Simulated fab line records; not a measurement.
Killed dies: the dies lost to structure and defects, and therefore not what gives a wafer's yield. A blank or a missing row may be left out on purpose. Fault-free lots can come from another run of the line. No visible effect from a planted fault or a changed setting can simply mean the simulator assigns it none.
The tool behind it: which one?    flow sky130    12 lots, 36 wafers sampled, at 5 steps of a route of 708

## WHAT THE GAUGES SHOWED, per wafer
The record holds no reading of a measuring or inspecting step that can be judged against a usual standard deviation.

## WHICH TOOL RAN EACH LOT (tool, then ch and the chambers of the sampled wafers, then the start)
lot   SKY_METAL1_SPUTTER_01        SKY_VIA1_HMDS_05                  SKY_METAL2_SPUTTER_00        SKY_METAL2_SPUTTER_02        SKY_PAD_OPEN_PROBE_99
L110  pvdSputter-04, day 32 08:02  lithoTrack-01 ch 0, day 34 01:54  pvdSputter-03, day 34 16:55  pvdSputter-03, day 34 16:58  -
L111  pvdSputter-01, day 32 14:28  lithoTrack-03 ch 0, day 34 07:49  pvdSputter-03, day 34 23:13  pvdSputter-03, day 34 23:16  -
L114  pvdSputter-01, day 33 16:23  lithoTrack-01 ch 0, day 35 08:27  pvdSputter-04, day 35 23:51  pvdSputter-04, day 35 23:54  -
L116  pvdSputter-01, day 34 06:11  lithoTrack-01 ch 0, day 35 23:09  pvdSputter-04, day 36 14:18  pvdSputter-04, day 36 14:21  -
L120  pvdSputter-03, day 36 01:30  lithoTrack-01 ch 0, day 37 17:24  pvdSputter-04, day 38 08:16  pvdSputter-04, day 38 08:19  -
L121  pvdSputter-01, day 36 07:04  lithoTrack-03 ch 0, day 37 23:40  pvdSputter-04, day 38 14:38  pvdSputter-04, day 38 14:41  -
L124  pvdSputter-04, day 36 21:50  lithoTrack-01 ch 0, day 38 14:24  pvdSputter-04, day 39 04:59  pvdSputter-04, day 39 05:02  -
L129  pvdSputter-01, day 38 00:08  lithoTrack-03 ch 0, day 39 14:37  pvdSputter-04, day 40 05:03  pvdSputter-04, day 40 05:06  prober-02, day 50 13:28
L128  pvdSputter-04, day 38 06:07  lithoTrack-02 ch 0, day 39 21:38  pvdSputter-03, day 40 12:21  pvdSputter-03, day 40 12:24  prober-01, day 50 19:39
L130  pvdSputter-03, day 38 13:37  lithoTrack-02 ch 0, day 40 05:02  pvdSputter-03, day 40 19:35  pvdSputter-03, day 40 19:38  prober-02, day 51 00:10
L131  pvdSputter-03, day 38 19:40  lithoTrack-03 ch 0, day 40 11:04  pvdSputter-03, day 41 01:29  pvdSputter-03, day 41 01:32  -
L133  pvdSputter-03, day 39 07:15  lithoTrack-03 ch 0, day 40 21:25  pvdSputter-02, day 41 11:11  pvdSputter-02, day 41 11:14  -
- SKY_METAL1_SPUTTER_01: material TiN, target thk 20 nm, time 16.7 s.
- SKY_VIA1_HMDS_05: prime time 60 s.
- SKY_METAL2_SPUTTER_00: material Ti, target thk 15 nm, time 10 s.
- SKY_METAL2_SPUTTER_02: material AlCu, target thk 250 nm, time 13.3 s.
- SKY_PAD_OPEN_PROBE_99

## AS READ BY THE TOOLS THEMSELVES (means over the sampled wafers that have a number; for cases with no such wafer, the mark the record gives instead)
SKY_METAL1_SPUTTER_01.
lot   tool           cathodeDcPowerW (W)  chamberPressurePa (Pa)  throttleValvePct (%)
L110  pvdSputter-04  6500.3               0.3992                  30.1
L111  pvdSputter-01  6500.5               0.4003                  30.2
L114  pvdSputter-01  6498.8               0.3995                  29.8
L116  pvdSputter-01  6499.0               0.3995                  29.8
L120  pvdSputter-03  6500.0               0.4001                  30.1
L121  pvdSputter-01  6500.0               0.3996                  29.9
L124  pvdSputter-04  6499.9               0.4010                  29.6
L129  pvdSputter-01  6499.4               0.4005                  30.3
L128  pvdSputter-04  6500.9               0.4007                  29.5
L130  pvdSputter-03  6499.5               0.3996                  30.2
L131  pvdSputter-03  6500.0               0.4008                  30.1
L133  pvdSputter-03  6500.2               0.4002                  30.4

SKY_VIA1_HMDS_05.
lot   tool           primeTempC (C)
L110  lithoTrack-01  120.11
L111  lithoTrack-03  119.95
L114  lithoTrack-01  120.06
L116  lithoTrack-01  120.24
L120  lithoTrack-01  123.30
L121  lithoTrack-03  119.90
L124  lithoTrack-01  123.09
L129  lithoTrack-03  120.00
L128  lithoTrack-02  119.96
L130  lithoTrack-02  120.02
L131  lithoTrack-03  119.80
L133  lithoTrack-03  119.95

SKY_METAL2_SPUTTER_00.
lot   tool           cathodeDcPowerW (W)  chamberPressurePa (Pa)  throttleValvePct (%)
L110  pvdSputter-03  3000.3               0.4000                  30.1
L111  pvdSputter-03  3000.0               0.4000                  30.1
L114  pvdSputter-04  2999.3               0.4005                  30.0
L116  pvdSputter-04  2999.9               0.4004                  29.7
L120  pvdSputter-04  3000.1               0.4003                  30.0
L121  pvdSputter-04  3000.1               0.4001                  30.4
L124  pvdSputter-04  2999.8               0.3996                  30.2
L129  pvdSputter-04  3000.1               0.3999                  30.1
L128  pvdSputter-03  3000.2               0.3997                  30.1
L130  pvdSputter-03  3000.4               0.3993                  30.1
L131  pvdSputter-03  2999.6               0.4002                  30.0
L133  pvdSputter-02  2999.8               0.4002                  30.5

SKY_METAL2_SPUTTER_02.
lot   tool           cathodeDcPowerW (W)  chamberPressurePa (Pa)  throttleValvePct (%)
L110  pvdSputter-03  10598                0.3995                  30.0
L111  pvdSputter-03  10601                0.4002                  30.1
L114  pvdSputter-04  10600                0.4009                  30.2
L116  pvdSputter-04  10600                0.4005                  29.9
L120  pvdSputter-04  10599                0.3997                  29.9
L121  pvdSputter-04  10598                0.3999                  30.5
L124  pvdSputter-04  10599                0.4004                  30.3
L129  pvdSputter-04  10601                0.4002                  30.1
L128  pvdSputter-03  10599                0.3992                  30.1
L130  pvdSputter-03  10599                0.3999                  30.0
L131  pvdSputter-03  10599                0.3992                  30.0
L133  pvdSputter-02  10600                0.3996                  30.4

SKY_PAD_OPEN_PROBE_99.
lot   tool       defectLimitedYield (%)  killed_at_M0_to_M3  killed_at_M4_up  killedAtContacts  killedAtFrontEnd  killedAtOther  killedDies  killedOpen  killedShort  sort_bin_3_pad_short (%)  sort_bin_5_function (%)  sort_bin_6_memory (%)  sortNPass  sortYieldPct (%)
L129  prober-02  84.7                    37                  2.0              24                12                0.3            75          40          34           1.1                       9.2                      4.9                    417        84.7
L128  prober-01  82.9                    45                  3.0              23                11                1.0            84          45          39           0.9                       11.0                     5.2                    408        82.9
L130  prober-02  84.8                    39                  3.3              17                15                0.7            75          42          33           0.7                       8.6                      5.8                    417        84.8

## THE ANSWER, worked out from the rows above alone
Rule: usual is defined by the lots themselves. Put in order of their means at a reading, lots are off if they are a third of the lots or fewer, leave a main group of 4 or more, and stand apart from it by a gap of 3 or more times the standard deviation of the main group's means; of several such gaps the widest counts. The tables above print the reading to a certain number of digits; a main group whose means all agree to those digits is not used. Also off: a lot with no number at a reading for which 4 or more lots have one. Where the step has rows for the other lots, those lots are counted as sound. The gauges are gone through in route order, then the tools' own readings, and for those a lot's mean is taken as printed above. At the first step where some lot is off, the reading lying furthest off is the one used; lots without a number count as furthest.
Off: L120, L124, at SKY_VIA1_HMDS_05 (primeTempC). Main group: mean 120.00 C, sd 0.11.
A tool fits if, at that step or a process step before it, it ran every lot that is off, and no sound lot after the first of them. One candidate fits, namely lithoTrack-01 at SKY_VIA1_HMDS_05. A fault onset in the window from L116 (day 35 23:09, its last sound lot) to L120 (day 37 17:24, its first lot off) fits.
The tool's own readings at SKY_VIA1_HMDS_05 bear it out: on the lots that are off they differ by more than 5 times the standard deviation of the sound lots' means. primeTempC reads 123.19 C there against 120.00 C on the sound lots.

## WHAT THE SIMULATOR HAD INSERTED
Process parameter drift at SKY_VIA1_HMDS_05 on lithoTrack-01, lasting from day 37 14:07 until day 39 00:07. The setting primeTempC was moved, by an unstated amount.
Struck lots among those shown: L120, L124. This agrees with what the rule above found.
